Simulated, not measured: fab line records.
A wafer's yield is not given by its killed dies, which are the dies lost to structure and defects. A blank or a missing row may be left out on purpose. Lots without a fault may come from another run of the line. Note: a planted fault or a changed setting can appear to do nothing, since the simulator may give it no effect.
fab line records	flow gf180mcu
record lots=11	wafers=33	last-day=34
route steps=602 shown V1@340 V2@386
lots that met no fault: from a run of the same line without faults
start-h: hours from the record's opening day to when the first of the lot's shown wafers began	wait-h: hours elapsed since this lot's preceding step	" same as the row above	L1.1+2: several wafers, shown together as one row	- value missing, or start not given	* or withheld: withheld	< > ~ a bound
route shown NAME@n: a module of which the file shows steps, and the number in the route of the first	usual: mean/standard deviation of fault-free wafers	same: alike in all rows	chamber/n: place in a boat	sites: per-site readings	_std_site: how widely they spread, as a standard deviation	_edge_site: the outer-site mean with the inner-site mean subtracted	radius-mm: how far each site lies from the wafer's centre	mask NAME#n: copy n	behind: the most recent tool/chamber to have shaped the wafer	hold: the reason the lot was held/the length of the hold in hours/how it ended	device: names the non-switching transistor (n, p or np)	end of line: tests of these same wafers at the route's end	where a step has no rows: the recipe by itself	killed: at the first sort, the dies lost to defects and structure; wafer yield is something else	map: a wafer's dies, marking killed ones x, the rest . and places with no die _
set.NAME: the setting that was run; set.NAME@STEP: the one run at that earlier step	model.NAME: the simulator's own value behind a step, which no gauge read
a sample of lots followed through the steps of the route, with each step as a table and each wafer as a row
services: the hour from which a tool's chamber was out of use, counted from the record's first day as start-h (under 0 if before that day), plus the number of hours and why
## steps
# step GF_V1_BOW_MEAS_05
# recipe mode=bow
# usual V1_BOW=82/8
lot.wafer	tool	chamber	start-h	wait-h	V1_BOW[um]
L165.1	film-metro-03	-	404.44	0.1	86
L165.4	"	-	"	"	86
L165.5	"	-	"	"	104
L168.4	film-metro-04	-	420.86	0.2	85
L168.5	"	-	"	"	83
L168.6	"	-	"	"	88
L169.3	film-metro-01	-	437.38	0.3	91
L169.4	"	-	"	"	80
L169.6	"	-	"	"	75
L170.1	film-metro-04	-	442.09	0.1	71
L170.2	"	-	"	"	86
L170.6	"	-	"	"	75
L174.1	film-metro-04	-	485.02	0.2	82
L174.5	"	-	"	"	77
L174.6	"	-	"	"	74
L176.2	film-metro-04	-	514.41	0.2	89
L176.4	"	-	"	"	80
L176.5	"	-	"	"	82
L178.2	film-metro-03	-	529.57	0.1	78
L178.3	"	-	"	"	64
L178.4	"	-	"	"	85
L182.1	film-metro-03	-	545.70	0.1	86
L182.2	"	-	"	"	88
L182.6	"	-	"	"	80
L185.2	film-metro-01	-	568.09	0.1	95
L185.4	"	-	"	"	103
L185.5	"	-	"	"	89
L186.1	film-metro-03	-	574.59	0.1	80
L186.4	"	-	"	"	77
L186.6	"	-	"	"	87
L187.3	film-metro-03	-	578.78	0.2	86
L187.4	"	-	"	"	88
L187.6	"	-	"	"	85
# step GF_V2_CMP_04
# recipe material=SiO2	down-force-psi=4	platen-rpm=60	pad-velocity-m-s=0.94248
# usual motor-current-A=12.4/1.6	time-to-endpoint-s=79/5.9
lot.wafer	tool	chamber	start-h	wait-h	motor-current-A	time-to-endpoint-s
L165.1	cmp-02	3	454.51	0.1	13.6	70
L165.4	"	0	"	"	13.5	74
L165.5	"	3	"	"	13.4	78
L168.4	cmp-02	0	471.85	0.1	13.1	74
L168.5	"	3	"	"	14.3	73
L168.6	"	0	"	"	13.8	74
L169.4	cmp-01	0	488.05	0.1	13.0	86
L169.3	"	1	"	"	12.1	68
L169.6	"	3	"	"	9.6	82
L170.2	cmp-01	2	493.06	0.0	13.0	68
L170.1	"	1	"	"	12.6	73
L170.6	"	2	"	"	13.3	77
L174.1	cmp-01	2	535.24	0.2	13.2	76
L174.5	"	3	"	"	9.4	89
L174.6	"	0	"	"	13.6	78
L176.2	cmp-01	2	562.70	0.1	13.5	78
L176.4	"	0	"	"	14.3	93
L176.5	"	2	"	"	14.2	83
L178.3	cmp-01	0	577.64	0.0	13.6	89
L178.2	"	1	"	"	12.4	83
L178.4	"	2	"	"	14.2	84
L182.2	cmp-02	1	591.96	0.0	11.1	77
L182.1	"	2	"	"	10.9	81
L182.6	"	2	"	"	10.8	79
L185.4	cmp-01	3	612.11	0.1	9.4	81
L185.2	"	1	"	"	12.6	72
L185.5	"	3	"	"	9.8	85
L186.4	cmp-01	2	619.12	0.1	13.7	83
L186.1	"	3	"	"	9.8	78
L186.6	"	1	"	"	13.1	82
L187.3	cmp-02	2	622.92	0.6	11.0	77
L187.4	"	3	"	"	13.7	88
L187.6	"	1	"	"	10.7	82
# step GF_V2_BOW_MEAS_05
# recipe mode=bow
# usual V2_BOW=100/8.7
lot.wafer	tool	chamber	start-h	wait-h	V2_BOW[um]
L165.1	film-metro-02	-	454.81	0.2	104
L165.4	"	-	"	"	105
L165.5	"	-	"	"	121
L168.4	film-metro-02	-	472.16	0.3	106
L168.5	"	-	"	"	103
L168.6	"	-	"	"	108
L169.3	film-metro-02	-	488.34	0.2	106
L169.4	"	-	"	"	98
L169.6	"	-	"	"	93
L170.1	film-metro-04	-	493.36	0.1	89
L170.2	"	-	"	"	104
L170.6	"	-	"	"	93
L174.1	film-metro-01	-	535.39	0.1	100
L174.5	"	-	"	"	96
L174.6	"	-	"	"	92
L176.2	film-metro-02	-	562.97	0.2	109
L176.4	"	-	"	"	100
L176.5	"	-	"	"	100
L178.2	film-metro-01	-	577.96	0.2	94
L178.3	"	-	"	"	81
L178.4	"	-	"	"	104
L182.1	film-metro-02	-	592.26	0.2	100
L182.2	"	-	"	"	103
L182.6	"	-	"	"	96
L185.2	film-metro-04	-	612.38	0.1	110
L185.4	"	-	"	"	117
L185.5	"	-	"	"	104
L186.1	film-metro-02	-	619.34	0.1	99
L186.4	"	-	"	"	97
L186.6	"	-	"	"	106
L187.3	film-metro-02	-	623.21	0.2	108
L187.4	"	-	"	"	108
L187.6	"	-	"	"	106
# step GF_V2_CVD_23
# recipe material=W	target-thk-nm=350	time-s=104.94	temp-c=400	pressure-torr=40
# usual heater-power-outer-w=530/17	heater-power-w=857/38
lot.wafer	tool	chamber	start-h	wait-h	heater-power-outer-w	heater-power-w
L165.1	cvd-w-01	1	479.40	0.0	531	862
L165.4	"	1	"	"	535	860
L165.5	"	1	"	"	537	864
L168.4	cvd-w-01	1	496.88	0.1	532	893
L168.5	"	0	"	"	503	781
L168.6	"	1	"	"	546	878
L169.3	cvd-w-01	0	512.99	0.1	512	787
L169.4	"	1	"	"	519	874
L169.6	"	1	"	"	535	896
L170.1	cvd-w-02	0	518.30	0.0	544	858
L170.2	"	1	"	"	531	878
L170.6	"	1	"	"	525	883
L174.1	cvd-w-01	0	558.41	0.0	518	805
L174.5	"	1	"	"	538	891
L174.6	"	0	"	"	510	804
L176.2	cvd-w-01	1	585.57	0.0	546	878
L176.4	"	1	"	"	542	883
L176.5	"	1	"	"	537	888
L178.2	cvd-w-01	0	599.43	0.0	508	806
L178.3	"	1	"	"	543	889
L178.4	"	0	"	"	509	799
L182.1	cvd-w-02	1	613.98	0.0	518	889
L182.2	"	0	"	"	546	893
L182.6	"	1	"	"	529	870
L185.2	cvd-w-02	1	633.54	0.0	522	864
L185.4	"	0	"	"	562	888
L185.5	"	0	"	"	562	889
L186.1	cvd-w-01	0	640.38	0.0	518	821
L186.4	"	1	"	"	564	872
L186.6	"	1	"	"	545	891
L187.3	cvd-w-02	0	644.23	0.1	562	892
L187.4	"	1	"	"	519	900
L187.6	"	1	"	"	527	878
# step GF_V2_RS_MEAS_24
# recipe thk-meas-gauge=four-point-probe	reads=W_of_V2_CVD_23+TiN_of_V2_SPUTTER_22+Ti_of_V2_SPUTTER_21
# usual V2_W_RS=0.332/0.0046
lot.wafer	tool	chamber	start-h	wait-h	V2_W_RS[ohm/sq]
L165.1	film-metro-04	-	479.52	0.1	0.335
L165.4	"	-	"	"	0.340
L165.5	"	-	"	"	0.336
L168.4	film-metro-02	-	497.01	0.1	0.335
L168.5	"	-	"	"	0.341
L168.6	"	-	"	"	0.338
L169.3	film-metro-02	-	513.10	0.1	0.335
L169.4	"	-	"	"	0.329
L169.6	"	-	"	"	0.333
L170.1	film-metro-04	-	518.41	0.1	0.327
L170.2	"	-	"	"	0.325
L170.6	"	-	"	"	0.326
L174.1	film-metro-01	-	558.52	0.1	0.333
L174.5	"	-	"	"	0.335
L174.6	"	-	"	"	0.335
L176.2	film-metro-01	-	585.70	0.1	0.332
L176.4	"	-	"	"	0.335
L176.5	"	-	"	"	0.337
L178.2	film-metro-02	-	599.56	0.1	0.333
L178.3	"	-	"	"	0.335
L178.4	"	-	"	"	0.337
L182.1	film-metro-01	-	614.09	0.1	0.336
L182.2	"	-	"	"	0.325
L182.6	"	-	"	"	0.331
L185.2	film-metro-02	-	633.67	0.1	0.329
L185.4	"	-	"	"	0.371
L185.5	"	-	"	"	0.324
L186.1	film-metro-02	-	640.49	0.1	0.332
L186.4	"	-	"	"	0.330
L186.6	"	-	"	"	0.334
L187.3	film-metro-04	-	644.34	0.1	0.326
L187.4	"	-	"	"	0.382
L187.6	"	-	"	"	0.339
# step GF_V2_THK_MEAS_25
# recipe thk-meas-gauge=xrf	reads=W_of_V2_CVD_23
# usual V2_W_THK=349/5.4
lot.wafer	tool	chamber	start-h	wait-h	V2_W_THK[nm]
L165.1	film-metro-04	-	479.64	0.1	345
L165.4	"	-	"	"	340
L165.5	"	-	"	"	345
L168.4	film-metro-02	-	497.10	0.1	347
L168.5	"	-	"	"	342
L168.6	"	-	"	"	346
L169.3	film-metro-02	-	513.20	0.1	346
L169.4	"	-	"	"	350
L169.6	"	-	"	"	347
L170.1	film-metro-04	-	518.53	0.1	350
L170.2	"	-	"	"	356
L170.6	"	-	"	"	354
L174.1	film-metro-01	-	558.64	0.1	349
L174.5	"	-	"	"	346
L174.6	"	-	"	"	346
L176.2	film-metro-01	-	585.81	0.1	353
L176.4	"	-	"	"	350
L176.5	"	-	"	"	345
L178.2	film-metro-02	-	599.67	0.1	352
L178.3	"	-	"	"	349
L178.4	"	-	"	"	348
L182.1	film-metro-01	-	614.21	0.1	344
L182.2	"	-	"	"	355
L182.6	"	-	"	"	350
L185.2	film-metro-02	-	633.78	0.1	357
L185.4	"	-	"	"	312
L185.5	"	-	"	"	357
L186.1	film-metro-02	-	640.61	0.1	350
L186.4	"	-	"	"	352
L186.6	"	-	"	"	350
L187.3	film-metro-04	-	644.44	0.1	356
L187.4	"	-	"	"	304
L187.6	"	-	"	"	345
# step GF_V2_CMP_26
# recipe stop-on=SiO2	down-force-psi=3.5	platen-rpm=60	t-overpolish-s=15	target-thk-nm=0	pad-velocity-m-s=0.94248
# usual motor-current-A=11.5/1.4	time-to-endpoint-s=84/3.9
lot.wafer	tool	chamber	start-h	wait-h	motor-current-A	time-to-endpoint-s
L165.1	cmp-02	2	479.70	0.1	10.0	82
L165.4	"	0	"	"	12.5	81
L165.5	"	3	"	"	12.7	81
L168.4	cmp-01	2	497.13	0.0	12.8	78
L168.5	"	2	"	"	13.4	77
L168.6	"	3	"	"	8.8	81
L169.3	cmp-01	0	513.24	0.0	12.3	83
L169.4	"	3	"	"	8.7	83
L169.6	"	1	"	"	11.4	74
L170.1	cmp-01	1	518.59	0.1	12.0	80
L170.2	"	2	"	"	12.5	81
L170.6	"	1	"	"	11.7	80
L174.1	cmp-01	3	558.85	0.2	9.1	91
L174.5	"	0	"	"	12.7	93
L174.6	"	1	"	"	11.6	86
L176.4	cmp-01	2	585.91	0.1	12.4	83
L176.2	"	3	"	"	8.4	83
L176.5	"	2	"	"	13.1	81
L178.3	cmp-01	3	599.77	0.1	8.5	84
L178.2	"	0	"	"	12.0	91
L178.4	"	1	"	"	12.0	80
L182.1	cmp-02	3	614.27	0.1	12.4	84
L182.2	"	2	"	"	9.8	84
L182.6	"	0	"	"	12.4	87
L185.2	cmp-01	3	633.88	0.1	8.8	82
L185.4	"	0	"	"	12.7	78
L185.5	"	3	"	"	8.4	85
L186.1	cmp-01	0	640.72	0.1	11.9	85
L186.4	"	2	"	"	13.1	79
L186.6	"	3	"	"	8.9	81
L187.3	cmp-01	1	644.48	0.0	11.2	74
L187.4	"	2	"	"	13.2	68
L187.6	"	1	"	"	11.9	72
## services
tool	chamber	start-h	hours	kind
cvd-w-02	-	491.51	4.0	repair
cvd-w-01	-	515.32	2.5	repair
cmp-02	-	517.45	0.4	repair
cvd-w-02	0	528.37	25.9	repair
cmp-02	-	542.16	18.5	repair
cmp-02	-	547.39	1.8	repair
cmp-02	-	564.85	2.3	repair
cvd-w-01	-	571.99	6.9	pm
cmp-01	-	572.25	4.0	pm
cmp-01	-	576.25	-	consumable-replace:conditioner
cmp-01	-	576.25	-	consumable-replace:pad
cmp-01	-	621.50	3.0	repair
cmp-02	-	625.42	2.4	repair
cmp-01	-	628.74	1.9	repair
cmp-02	-	631.51	4.5	pm
cmp-02	-	636.65	1.3	repair
cmp-01	-	638.75	0.9	repair
## key
first-sign step=GF_V2_RS_MEAS_24	reading=V2_W_RS	direction=up	sigmas=9.7	usual=0.332	struck=0.377
effect step=GF_V2_THK_MEAS_25	reading=V2_W_THK	direction=down	sigmas=7.7	usual=349	struck=308
effect step=GF_V2_CMP_26	reading=time-to-endpoint-s	direction=down	sigmas=2.8	usual=*	struck=*
met-at GF_V2_CVD_23
struck-lots L185,L187
struck-wafers L185.4,L187.4
not-acting-at GF_V1_BOW_MEAS_05,GF_V2_CMP_04,GF_V2_BOW_MEAS_05
onset-between 613.98 633.54
fault kind=process-parameter-drift	tool=cvd-w-02	chamber=-	onset-h=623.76	steps=GF_V2_CVD_23	channel=target-thk-nm	offset=-42.879	shape=step	end-h=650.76	scope=struck-wafers-only	acts-in=these-recipes-only	stated=350
